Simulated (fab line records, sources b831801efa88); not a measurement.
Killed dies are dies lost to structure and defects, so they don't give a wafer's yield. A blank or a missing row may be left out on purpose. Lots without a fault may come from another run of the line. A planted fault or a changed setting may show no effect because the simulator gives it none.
Split-lot experiment | flow sfq_line | 5 lots, 23 wafers read, on a route of 325 steps

THE SPLIT
At SFQ_TRILAYER_I7_VIA_BARC_OPEN_VIA_ETCH_260 (etches BARC in O2, target depth 125 nm, time 41.7 s), the setting time_s was moved away from the recipe's 41.7 s on 9 of the 23 wafers read, by -12.1% to +7.6%. The other wafers ran this setting at the recipe's value.

The reading is taken at the split's own step.

THE READING
oes_product_au, in a.u., at SFQ_TRILAYER_I7_VIA_BARC_OPEN_VIA_ETCH_260 (etches BARC in O2, target depth 125 nm, time 41.7 s). Fault-free wafers of this fab line usually give 0.684 a.u., standard deviation 0.0048 a.u..

wafer  | tool, chamber at the split | time_s as run, s | against the recipe | oes_product_au, a.u. | against lot-mates on the recipe
L076.2 | rie_diel-02, 3             | 41.7             | recipe             | 0.687                | -
L076.3 | rie_diel-02, 2             | 41.7             | recipe             | 0.683                | -
L076.4 | rie_diel-02, 0             | 41.7             | recipe             | 0.685                | -
L076.5 | rie_diel-02, 0             | 44.85            | +7.6%              | 0.679                | -0.006
L076.6 | rie_diel-02, 1             | 44.85            | +7.6%              | 0.676                | -0.009
L077.1 | rie_diel-04, 1             | 38.46            | -7.8%              | 0.714                | +0.030
L077.2 | rie_diel-04, 0             | 41.7             | recipe             | 0.686                | -
L077.3 | rie_diel-04, 3             | 41.7             | recipe             | 0.685                | -
L077.4 | rie_diel-04, 2             | 38.46            | -7.8%              | 0.707                | +0.023
L077.6 | rie_diel-04, 3             | 41.7             | recipe             | 0.682                | -
L079.2 | rie_diel-03, 3             | 41.7             | recipe             | 0.679                | -
L079.4 | rie_diel-03, 2             | 41.7             | recipe             | 0.687                | -
L079.6 | rie_diel-03, 2             | 41.7             | recipe             | 0.686                | -
L082.1 | rie_diel-03, 1             | 37.74            | -9.5%              | 0.718                | +0.035
L082.3 | rie_diel-03, 2             | 41.7             | recipe             | 0.683                | -
L082.4 | rie_diel-03, 3             | 37.74            | -9.5%              | 0.724                | +0.041
L082.5 | rie_diel-03, 1             | 41.7             | recipe             | 0.685                | -
L082.6 | rie_diel-03, 2             | 41.7             | recipe             | 0.680                | -
L084.1 | rie_diel-02, 0             | 41.7             | recipe             | 0.682                | -
L084.2 | rie_diel-02, 3             | 36.67            | -12.1%             | 0.725                | +0.041
L084.3 | rie_diel-02, 2             | 36.67            | -12.1%             | 0.728                | +0.044
L084.4 | rie_diel-02, 1             | 36.67            | -12.1%             | 0.733                | +0.049
L084.5 | rie_diel-02, 3             | 41.7             | recipe             | 0.685                | -

THE FIT
A straight line over all 23 wafers: oes_product_au changes by -0.00311 a.u. for each +1% of time_s; r = -0.95; the points scatter about the line by 0.0061 a.u..
The same after taking each lot's own level away (the mean of its wafers on the recipe; 23 wafers): -0.00318 a.u. for each +1%; r = -0.95; scatter 0.006 a.u..
On that fit, the largest move of time_s shifts the reading by 0.038 a.u..
The lots' own levels span 0.6827 to 0.6850 a.u., that is 0.5 times the standard deviation above.
So the lot-to-lot level changes the slope little: the two slopes agree.
Check: with one of the wafers moved furthest among these (-12.1%) left out of the fit, the line predicts +0.0415 a.u. for it against its lot-mates. It came out at +0.0415 a.u. against them.
Tool readings at the split's step, against how far the setting was moved: oes_product_au r = -0.95.

OTHER SPLITS ON THESE WAFERS
These wafers also went through other splits before the reading. Each is held against what the fit with the lots' levels taken away leaves over:
other split on the same wafers                    | wafers away from the commonest value | r with oes_product_au (lot level and that fit taken away)
SFQ_TRILAYER_C5_LITHO_EXPOSE_152 dose_mj          | 10                                   | -0.28
SFQ_TRILAYER_M6_LITHO_COAT_159 spin_rpm           | 10                                   | +0.11
SFQ_TRILAYER_M6_BARC_OPEN_METAL_ETCH_206 time_s   | 8                                    | +0.16
SFQ_TRILAYER_I6_VIA_LITHO_PEB_172 peb_time_s      | 7                                    | +0.06
SFQ_TRILAYER_I6_VIA_BARC_OPEN_VIA_ETCH_235 time_s | 4                                    | +0.27
SFQ_TRILAYER_I7_DEP_PECVD_183 time_s              | 9                                    | +0.16
SFQ_TRILAYER_I7_VIA_LITHO_PEB_190 peb_temp_c      | 5                                    | +0.25

THE WHOLE CHAIN: every reading that the file lists as answering this split, in the file's order
step                                       | what it does                                        | reading                                                                                       | change (the file's fit)                   | r (the file's)
SFQ_TRILAYER_I7_VIA_BARC_OPEN_VIA_ETCH_260 | etches BARC in O2, target depth 125 nm, time 41.7 s | oes_product_au                                                                                | -0.00331 a.u. for each +1% of the setting | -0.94
SFQ_TRILAYER_I7_VIA_BARC_OPEN_VIA_ETCH_260 | etches BARC in O2, target depth 125 nm, time 41.7 s | KrF_of_TRILAYER_I7_VIA_LITHO_COAT_187.thk_nm (the simulator's own value, which no gauge read) | -0.438 nm for each +1% of the setting     | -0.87

THE FILE'S OWN FIT
oes_product_au changes by -0.00331 a.u. for each +1% of time_s, r = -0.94.
